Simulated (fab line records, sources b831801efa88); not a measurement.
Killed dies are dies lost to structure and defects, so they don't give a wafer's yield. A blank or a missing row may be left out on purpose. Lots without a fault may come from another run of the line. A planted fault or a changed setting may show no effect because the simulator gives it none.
fab line records | flow sky130
record lots=6 wafers=18 last_day=50
route steps=708 shown VIA3@581 PAD_OPEN@708
lots that met no fault: from a run of the same line without faults
start_h: hours from the record's first day to the start of the lot's first wafer shown | wait_h: hours since the lot's step before | " the same as in the row above | L1.1+2: a row that stands for several wafers | - no value, or no start given | * or withheld: withheld | < > ~ a bound
route shown NAME@n: a module of which the file shows steps, and the number in the route of the first | usual: mean/standard deviation of fault-free wafers | same: alike in all rows | chamber/n: place in a boat | sites: the reading at each site | _std_site: their standard deviation | _edge_site: outer sites' mean less inner sites' | radius_mm: how far each site lies from the wafer's centre | mask NAME#n: copy n | behind: the tool/chamber that last shaped the wafer | hold: why the lot was held/for how many hours/how that ended | device: the transistor (n, p or np) that didn't switch | end of line: the same wafers' tests at the end of the route | a step without rows: its recipe alone | killed: dies lost to structure and defects at the first sort, not the wafer's yield | map: a wafer's dies, x killed, . not, _ none there
set.NAME: the setting as run; set.NAME@STEP: as run at that earlier step | model.NAME: the simulator's own value behind a step, which no gauge read
lots at some steps of the route; a table a step, a row a wafer
services: from which hour (start_h, from the record's first day; less than 0 if before it) a tool's chamber was out of use, for how many hours, and why
## steps
# step SKY_VIA3_SOFTBAKE_08
# recipe temp_c=98.81 time_s=90 resist=KrF-thick
# step SKY_VIA3_EXPOSE_09
# recipe mask_id=VIM3 na=0.8 source_shape=annular sigma_inner=0.55 sigma_outer=0.85 target_cd_nm=200 dose_mj=38
# step SKY_VIA3_PEB_10
# recipe peb_temp_c=withheld peb_time_s=withheld resist=KrF-thick
# step SKY_VIA3_DEVELOP_11
# recipe develop_time_s=60 resist=KrF-thick dev_temp_c=21
# step SKY_VIA3_CD_MEAS_12
# recipe target_cd_nm=200
# usual cd_nm=199.6/1.3
# columns lot.wafer tool chamber start_h wait_h cd_nm
L774.2 cd_sem-01 - 934.29 - 198.9
L774.4 " - " " 201.2
L774.5 " - " " 200.7
L781.1 cd_sem-01 - 979.60 - 201.4
L781.2 " - " " 199.5
L781.5 " - " " 202.0
L784.3 cd_sem-02 - 1001.39 - 201.4
L784.4 " - " " 201.3
L784.6 " - " " 200.9
L789.2 cd_sem-01 - 1033.77 - 199.0
L789.3 " - " " 200.0
L789.6 " - " " 199.7
L795.1 cd_sem-02 - 1068.10 - 197.3
L795.2 " - " " 199.3
L795.4 " - " " 199.4
L797.2 cd_sem-01 - 1079.64 - 200.3
L797.4 " - " " 199.6
L797.6 " - " " 201.6
# step SKY_VIA3_OVL_MEAS_13
# usual VIA3_OVL=-5/5.8
# columns lot.wafer tool chamber start_h wait_h VIA3_OVL[nm]
L774.2 overlay-02 - 934.40 0.1 -2
L774.4 " - " " 4
L774.5 " - " " -6
L781.1 overlay-02 - 979.72 0.1 -1
L781.2 " - " " 0
L781.5 " - " " 3
L784.3 overlay-02 - 1001.48 0.1 12
L784.4 " - " " 4
L784.6 " - " " -2
L789.2 overlay-02 - 1033.88 0.1 -14
L789.3 " - " " -13
L789.6 " - " " -13
L795.1 overlay-01 - 1068.22 0.1 -4
L795.2 " - " " 5
L795.4 " - " " -2
L797.2 overlay-02 - 1079.75 0.1 -4
L797.4 " - " " -4
L797.6 " - " " -8
# step SKY_VIA3_ETCH_14
# recipe chemistry=N2/H2 target=BARC ion_energy_ev=200 source_w=500 bias_w=100 pressure_mtorr=30 n2_flow_sccm=100 h2_flow_sccm=200 stop_on=SiO2 time_s=45.9 target_depth_a=600
# usual drypump_motor_current_A=5.7/0.55 h2_flow_sccm=200.1/0.57 oes_product_au=0.854/0.0048 throttle_valve_pct=13.226/0.0086
# same time_s=45.9
# columns lot.wafer tool chamber start_h wait_h drypump_motor_current_A h2_flow_sccm oes_product_au rf_hours_counter_h throttle_valve_pct
L774.2 rie_diel-04 3 934.43 0.0 6.6 200.6 0.860 21 13.228
L774.4 " 2 " " 5.1 200.8 0.859 5 13.230
L774.5 " 3 " " 6.6 200.5 0.853 - 13.219
L781.1 rie_diel-03 3 979.76 0.0 4.7 200.0 0.858 18 13.217
L781.2 " 2 " " 6.6 200.3 0.852 17 13.219
L781.5 " 1 " " 5.5 199.3 0.852 - 13.230
L784.3 rie_diel-03 3 1001.51 0.0 4.7 199.0 0.853 19 13.234
L784.4 " 2 " " 6.5 200.1 0.859 17 13.222
L784.6 " 0 " " 5.8 200.3 0.853 - 13.222
L789.2 rie_diel-04 1 1033.91 0.0 5.9 200.1 0.863 25 13.223
L789.3 " 0 " " 5.5 200.7 0.859 12 13.213
L789.6 " 2 " " 5.1 201.0 0.854 - 13.220
L795.1 rie_diel-02 0 1068.26 0.0 5.8 198.9 0.858 15 13.221
L795.2 " 2 " " 5.2 200.9 0.858 16 13.239
L795.4 " 1 " " 6.0 200.2 0.843 - 13.226
L797.2 rie_diel-04 1 1079.78 0.0 5.9 200.3 0.850 26 13.228
L797.4 " 3 " " 6.6 200.0 0.853 26 13.217
L797.6 " 3 " " 6.6 199.3 0.851 - 13.223
# step SKY_VIA3_ETCH_15
# recipe target=SiO2 chemistry=C4F8/O2/Ar target_depth_nm=507 stop_on=TiN mask_material=KrF-thick source_w=1500 bias_w=1200 pressure_mtorr=40 c4f8_flow_sccm=withheld O2_flow_sccm=6 Ar_flow_sccm=300 time_s=78
# usual oes_product_au=0.947/0.0045
# same time_s=78
# columns lot.wafer tool chamber start_h wait_h oes_product_au rf_hours_counter_h
L774.2 rie_diel-04 3 934.47 0.0 0.937 21
L774.4 " 2 " " 0.958 5
L774.5 " 3 " " 0.951 -
L781.1 rie_diel-03 3 979.80 0.0 0.951 18
L781.2 " 2 " " 0.951 17
L781.5 " 1 " " 0.957 -
L784.3 rie_diel-03 3 1001.55 0.0 0.946 19
L784.4 " 2 " " 0.949 17
L784.6 " 0 " " 0.946 -
L789.2 rie_diel-04 1 1033.95 0.0 0.944 25
L789.3 " 0 " " 0.948 12
L789.6 " 2 " " 0.941 -
L795.1 rie_diel-02 0 1068.30 0.0 0.939 15
L795.2 " 2 " " 0.946 16
L795.4 " 1 " " 0.943 -
L797.2 rie_diel-04 1 1079.82 0.0 0.954 26
L797.4 " 3 " " 0.947 26
L797.6 " 3 " " 0.952 -
# step SKY_VIA3_STRIP_16
# recipe chemistry=O2/N2 power_w=1400 pressure_mtorr=1500 platen_temp_c=withheld o2_flow_sccm=3000 n2_flow_sccm=300 overash_fraction=0.5
# usual drypump_motor_current_A=5.8/0.61 oes_product_au=0.402/0.0045 strip_time_to_endpoint_s=4.132/0.022
# columns lot.wafer tool chamber start_h wait_h drypump_motor_current_A oes_product_au rf_hours_counter_h strip_time_to_endpoint_s
L774.2 plasma_asher-01 1 934.53 0.0 6.1 0.405 47 4.152
L774.4 " 1 " " 6.1 0.409 - 4.133
L774.5 " 0 " " 6.5 0.402 - 4.150
L781.1 plasma_asher-03 0 979.86 0.0 4.9 0.402 115 4.135
L781.2 " 1 " " 5.9 0.402 115 4.119
L781.5 " 1 " " 5.9 0.404 - 4.117
L784.3 plasma_asher-01 1 1001.64 0.1 6.1 0.402 - 4.129
L784.4 " 0 " " 6.5 0.396 - 4.098
L784.6 " 0 " " 6.5 0.404 - 4.102
L789.2 plasma_asher-03 1 1034.01 0.0 5.9 0.402 121 4.117
L789.3 " 0 " " 4.9 0.413 - 4.118
L789.6 " 1 " " 5.9 0.405 - 4.111
L795.1 plasma_asher-04 1 1068.36 0.0 4.9 0.395 33 4.153
L795.2 " 0 " " 6.0 0.399 33 4.194
L795.4 " 0 " " 6.0 0.407 - 4.186
L797.2 plasma_asher-01 1 1079.88 0.0 6.1 0.401 62 4.110
L797.4 " 0 " " 6.5 0.408 - 4.150
L797.6 " 0 " " 6.5 0.402 - 4.129
# step SKY_VIA3_STRIP_17
# recipe chemistry=post_etch_residue_remover time_s=1200 temp_c=72.5
# step SKY_VIA3_CLEAN_18
# recipe chemistry=IPA time_s=180 temp_c=25
# step SKY_VIA3_CLEAN_19
# recipe chemistry=O3/DIW dry=n2_spin
# step SKY_VIA3_SPUTTER_20
# recipe material=TiN target_thk_nm=20 chamber_pressure_pa=5 power_w=4000 time_s=80
# usual chamber_pressure_pa=4.999/0.0099 throttle_valve_pct=29.9/1.1
# same time_s=80
# columns lot.wafer tool chamber start_h wait_h chamber_pressure_pa throttle_valve_pct model.TiN_of_VIA3_SPUTTER_20.thk_nm
L774.2 pvd_sputter-04 - 935.13 0.0 4.991 30.4 20.17
L774.4 " - " " 4.989 29.2 20.06
L774.5 " - " " 5.011 28.5 20.35
L781.1 pvd_sputter-04 - 980.45 0.0 5.001 29.3 19.93
L781.2 " - " " 5.012 28.2 20.15
L781.5 " - " " 5.014 29.2 20.02
L784.3 pvd_sputter-04 - 1002.23 0.0 5.000 30.3 20.12
L784.4 " - " " 4.978 29.5 20.03
L784.6 " - " " 4.971 29.5 20.1
L789.2 pvd_sputter-04 - 1034.70 0.0 5.000 30.5 19.69
L789.3 " - " " 4.993 31.2 19.68
L789.6 " - " " 5.010 30.3 19.75
L795.1 pvd_sputter-04 - 1068.96 0.0 4.995 29.5 19.92
L795.2 " - " " 4.482 32.4 21.93
L795.4 " - " " 5.016 30.1 19.95
L797.2 pvd_sputter-04 - 1080.49 0.0 5.012 29.3 19.65
L797.4 " - " " 4.498 32.8 21.57
L797.6 " - " " 4.997 29.2 19.76
# step SKY_VIA3_CVD_21
# recipe material=W target_thk_nm=390 time_s=117.31 temp_c=400 pressure_torr=40
# usual heater_power_w=853/69
# same time_s=117.31
# columns lot.wafer tool chamber start_h wait_h heater_power_w
L774.2 cvd_w-02 0 935.19 0.0 781
L774.4 " 0 " " 810
L774.5 " 0 " " 825
L781.1 cvd_w-01 1 980.51 0.0 933
L781.2 " 0 " " 784
L781.5 " 0 " " 747
L784.3 cvd_w-02 0 1002.34 0.1 808
L784.4 " 1 " " 874
L784.6 " 0 " " 835
L789.2 cvd_w-02 1 1034.76 0.0 893
L789.3 " 1 " " 884
L789.6 " 1 " " 870
L795.1 cvd_w-02 1 1069.02 0.0 872
L795.2 " 0 " " 799
L795.4 " 0 " " 812
L797.2 cvd_w-02 0 1080.55 0.0 832
L797.4 " 1 " " 881
L797.6 " 1 " " 905
# step SKY_PAD_OPEN_PROBE_99
# usual defect_limited_yield=82.4/2.2 killed_at_M0_to_M3=44/6.8 killed_at_M4_up=3.1/1.9 killed_at_contacts=25/5.9 killed_at_front_end=15/4.3 killed_at_other=0.2/0.51 killed_dies=87/11 killed_on_rim=17/3.6 killed_open=47/7.9 killed_short=39/6.4 sort_bin_3_pad_short=0.9/0.44 sort_bin_5_function=10.3/1.5 sort_bin_6_memory=6.4/1.4 sort_n_pass=405/11 sort_yield_pct=82.4/2.2
# same gross_dies=492 killed_at_back_side=0 sort_bin_4_leakage[%]=0 sort_bin_8_speed[%]=0
# columns lot.wafer tool chamber start_h wait_h defect_limited_yield[%] killed_at_M0_to_M3 killed_at_M4_up killed_at_contacts killed_at_front_end killed_at_other killed_dies killed_on_rim killed_open killed_short sort_bin_3_pad_short[%] sort_bin_5_function[%] sort_bin_6_memory[%] sort_n_pass sort_yield_pct[%]
L774.2 prober-02 - 1081.38 0.1 82.5 45 2 23 16 0 86 16 49 37 0.4 11.2 5.9 406 82.5
L774.4 prober-02 - 1081.48 0.2 80.5 50 3 23 20 0 96 21 57 39 1.0 12.2 6.3 396 80.5
L774.5 prober-02 - 1081.53 0.2 80.1 49 0 26 23 0 98 19 55 43 1.0 10.8 8.1 394 80.1
L781.1 prober-02 - 1120.34 0.1 82.7 44 3 28 10 0 85 18 49 36 1.0 8.7 7.5 407 82.7
L781.2 prober-02 - 1120.39 0.1 86.0 34 2 20 11 2 69 17 40 29 0.8 8.7 4.5 423 86.0
L781.5 prober-02 - 1120.54 0.2 81.1 48 2 29 14 0 93 19 55 38 0.2 10.8 7.9 399 81.1
L784.3 prober-01 - 1134.63 0.2 80.1 47 1 31 19 0 98 21 50 48 0.8 10.6 8.5 394 80.1
L784.4 prober-01 - 1134.68 0.2 82.5 48 2 24 12 0 86 13 44 42 0.6 10.8 6.1 406 82.5
L784.6 prober-01 - 1134.78 0.2 84.8 35 4 24 12 0 75 16 41 34 0.2 9.1 5.9 417 84.8
L789.2 prober-02 - 1161.81 0.1 80.7 49 5 26 15 0 95 14 55 40 1.2 10.2 7.9 397 80.7
L789.3 prober-02 - 1161.86 0.2 82.3 44 3 27 13 0 87 16 50 37 0.8 11.4 5.5 405 82.3
L789.6 prober-02 - 1162.01 0.2 82.9 40 5 29 10 0 84 20 46 38 0.8 10.6 5.7 408 82.9
L795.1 prober-02 - 1187.77 0.1 80.5 49 6 17 24 0 96 16 49 47 1.0 11.8 6.7 396 80.5
L795.2 prober-02 - 1187.82 0.1 82.1 46 6 25 11 0 88 19 51 37 1.0 9.6 7.3 404 82.1
L795.4 prober-02 - 1187.92 0.2 78.5 48 1 38 19 0 106 20 67 39 1.4 11.2 8.9 386 78.5
L797.2 prober-02 - 1200.59 0.1 86.0 32 3 23 11 0 69 16 31 38 1.4 8.3 4.3 423 86.0
L797.4 prober-02 - 1200.69 0.2 82.1 44 5 26 13 0 88 15 45 43 0.8 13.0 4.1 404 82.1
L797.6 prober-02 - 1200.79 0.2 83.5 38 3 25 15 0 81 12 39 42 0.6 10.6 5.3 411 83.5
# killed by level:class
L774.2 VIA1:geometric_particle:open=12 CONTACT:geometric_particle:open=9 LI_CONTACT:geometric_particle:open=7 METAL2:geometric_particle:short=7 VIA2:geometric_particle:open=6 FIELD_ISO:geometric_particle:short=5 FIELD_ISO:geometric_particle:open=5 METAL3:geometric_particle:short=5
L774.4 VIA1:geometric_particle:open=12 VIA2:geometric_particle:open=11 CONTACT:geometric_particle:open=8 FIELD_ISO:geometric_particle:open=5 CONTACT:geometric_particle:short=5 VIA3:geometric_particle:open=5 POLY_GATE:geometric_particle:short=4 LI_CONTACT:geometric_particle:open=4
L774.5 VIA1:geometric_particle:open=18 LI_CONTACT:geometric_particle:open=11 METAL1:geometric_particle:short=8 POLY_GATE:geometric_particle:short=6 VIA2:geometric_particle:open=5 CONTACT:geometric_particle:short=5 METAL2:geometric_particle:short=5 FIELD_ISO:geometric_particle:open=4
L781.1 CONTACT:geometric_particle:open=15 VIA1:geometric_particle:open=9 LI_CONTACT:geometric_particle:open=7 METAL1:geometric_particle:short=6 VIA1:geometric_particle:short=6 VIA2:geometric_particle:open=6 METAL2:geometric_particle:short=4 VIA3:geometric_particle:open=4
L781.2 VIA1:geometric_particle:open=9 CONTACT:geometric_particle:open=9 METAL2:geometric_particle:short=6 POLY_GATE:geometric_particle:open=5 VIA3:geometric_particle:open=5 LI_CONTACT:geometric_particle:open=4 CONTACT:geometric_particle:short=3 VIA1:geometric_particle:short=3
L781.5 VIA1:geometric_particle:open=15 FIELD_ISO:geometric_particle:open=9 LI_CONTACT:geometric_particle:open=9 CONTACT:geometric_particle:open=8 VIA2:geometric_particle:open=8 METAL2:geometric_particle:short=7 CONTACT:geometric_particle:short=6 LOCAL_INTERCONNECT:geometric_particle:short=4
L784.3 CONTACT:geometric_particle:open=15 VIA1:geometric_particle:open=12 VIA3:geometric_particle:short=7 FIELD_ISO:geometric_particle:short=6 VIA1:geometric_particle:short=6 METAL1:geometric_particle:short=6 POLY_GATE:geometric_particle:open=5 LOCAL_INTERCONNECT:geometric_particle:open=5
L784.4 CONTACT:geometric_particle:open=11 VIA1:geometric_particle:open=11 METAL2:geometric_particle:short=10 VIA1:geometric_particle:short=7 VIA3:geometric_particle:open=6 LOCAL_INTERCONNECT:geometric_particle:short=5 LI_CONTACT:geometric_particle:open=4 METAL1:geometric_particle:short=4
L784.6 VIA1:geometric_particle:open=9 CONTACT:geometric_particle:open=7 METAL1:geometric_particle:short=6 VIA3:geometric_particle:open=6 LI_CONTACT:geometric_particle:open=5 FIELD_ISO:geometric_particle:short=4 LOCAL_INTERCONNECT:geometric_particle:short=4 CONTACT:geometric_particle:short=4
L789.2 VIA1:geometric_particle:open=14 LI_CONTACT:geometric_particle:open=10 VIA3:geometric_particle:open=8 CONTACT:geometric_particle:open=7 VIA3:geometric_particle:short=7 FIELD_ISO:geometric_particle:open=5 VIA1:geometric_particle:short=5 METAL4:geometric_particle:short=5
L789.3 VIA1:geometric_particle:open=11 VIA1:geometric_particle:short=10 LI_CONTACT:geometric_particle:open=7 CONTACT:geometric_particle:open=7 FIELD_ISO:geometric_particle:open=6 VIA2:geometric_particle:open=6 METAL1:geometric_particle:short=5 CONTACT:geometric_particle:short=4
L789.6 CONTACT:geometric_particle:open=10 VIA1:geometric_particle:open=10 LI_CONTACT:geometric_particle:open=9 METAL2:geometric_particle:short=7 LOCAL_INTERCONNECT:geometric_particle:short=5 CONTACT:geometric_particle:short=4 METAL1:geometric_particle:short=4 VIA3:geometric_particle:short=4
L795.1 METAL2:geometric_particle:short=13 VIA1:geometric_particle:open=11 FIELD_ISO:geometric_particle:short=9 CONTACT:geometric_particle:open=8 VIA2:geometric_particle:open=6 VIA3:geometric_particle:open=6 METAL4:geometric_particle:short=6 CONTACT:geometric_particle:short=4
L795.2 VIA1:geometric_particle:open=15 CONTACT:geometric_particle:open=13 METAL2:geometric_particle:short=8 LI_CONTACT:geometric_particle:open=6 VIA2:geometric_particle:open=6 METAL1:geometric_particle:short=5 POLY_GATE:geometric_particle:short=4 METAL4:geometric_particle:short=4
L795.4 CONTACT:geometric_particle:open=17 VIA1:geometric_particle:open=14 FIELD_ISO:geometric_particle:open=9 VIA1:geometric_particle:short=8 METAL2:geometric_particle:short=8 LI_CONTACT:geometric_particle:open=7 CONTACT:geometric_particle:short=6 VIA3:geometric_particle:open=5
L797.2 LI_CONTACT:geometric_particle:open=7 CONTACT:geometric_particle:open=6 VIA1:geometric_particle:open=6 VIA1:geometric_particle:short=5 LI_CONTACT:geometric_particle:short=4 VIA3:geometric_particle:open=4 METAL2:geometric_particle:short=4 VIA3:geometric_particle:short=4
L797.4 VIA1:geometric_particle:open=15 LI_CONTACT:geometric_particle:open=7 CONTACT:geometric_particle:short=6 VIA1:geometric_particle:short=5 VIA3:geometric_particle:open=5 METAL4:geometric_particle:short=5 LI_CONTACT:geometric_particle:short=4 CONTACT:geometric_particle:open=4
L797.6 VIA1:geometric_particle:open=9 POLY_GATE:geometric_particle:short=8 LI_CONTACT:geometric_particle:open=8 VIA3:geometric_particle:open=7 CONTACT:geometric_particle:open=6 METAL2:geometric_particle:short=5 VIA1:geometric_particle:short=5 FIELD_ISO:geometric_particle:open=4
## services
# columns tool chamber start_h hours kind
rie_diel-02 - 916.29 2.8 pm
cvd_w-01 1 937.96 14.9 repair
cvd_w-01 0 939.17 8.2 repair
cvd_w-01 - 947.37 2.8 pm
plasma_asher-03 - 955.61 1.4 repair
plasma_asher-03 - 967.38 0.8 repair
rie_diel-04 0 972.13 7.2 repair
rie_diel-03 0 976.30 5.2 repair
pvd_sputter-04 - 986.82 2.7 repair
cvd_w-02 - 998.87 2.8 pm
pvd_sputter-04 0 1008.71 - consumable_replace:kit
pvd_sputter-04 0 1008.71 18.0 scheduled_down
pvd_sputter-04 0 1008.71 18.0 vent_cycle
rie_diel-04 3 1011.96 5.6 repair
cvd_w-02 1 1032.00 2.6 repair
rie_diel-04 - 1036.67 2.8 pm
rie_diel-03 - 1037.78 0.3 repair
plasma_asher-04 - 1040.36 2.8 pm
rie_diel-03 - 1045.55 4.3 pm
rie_diel-02 3 1047.19 6.6 repair
rie_diel-02 3 1053.83 - clean
rie_diel-02 3 1053.83 22.8 scheduled_down
plasma_asher-03 - 1055.25 9.0 pm
plasma_asher-01 - 1075.31 0.6 repair
## key
first_sign step=SKY_VIA3_SPUTTER_20 reading=chamber_pressure_pa direction=down sigmas=52 usual=4.999 struck=4.490
effect none on later readings
model_effect step=SKY_VIA3_SPUTTER_20 value=TiN_of_VIA3_SPUTTER_20.thk_nm without=19.75 struck=21.75
met_at SKY_VIA3_SPUTTER_20
struck_wafers L795.2,L797.4
onset_between 1034.70 1068.96
fault kind=process_parameter_drift tool=pvd_sputter-04 chamber=- onset_h=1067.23 steps=SKY_VIA3_SPUTTER_20 channel=chamber_pressure_pa offset=-0.50514 shape=step end_h=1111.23 acts_in=these_recipes_only stated=5 scope=struck_wafers_only
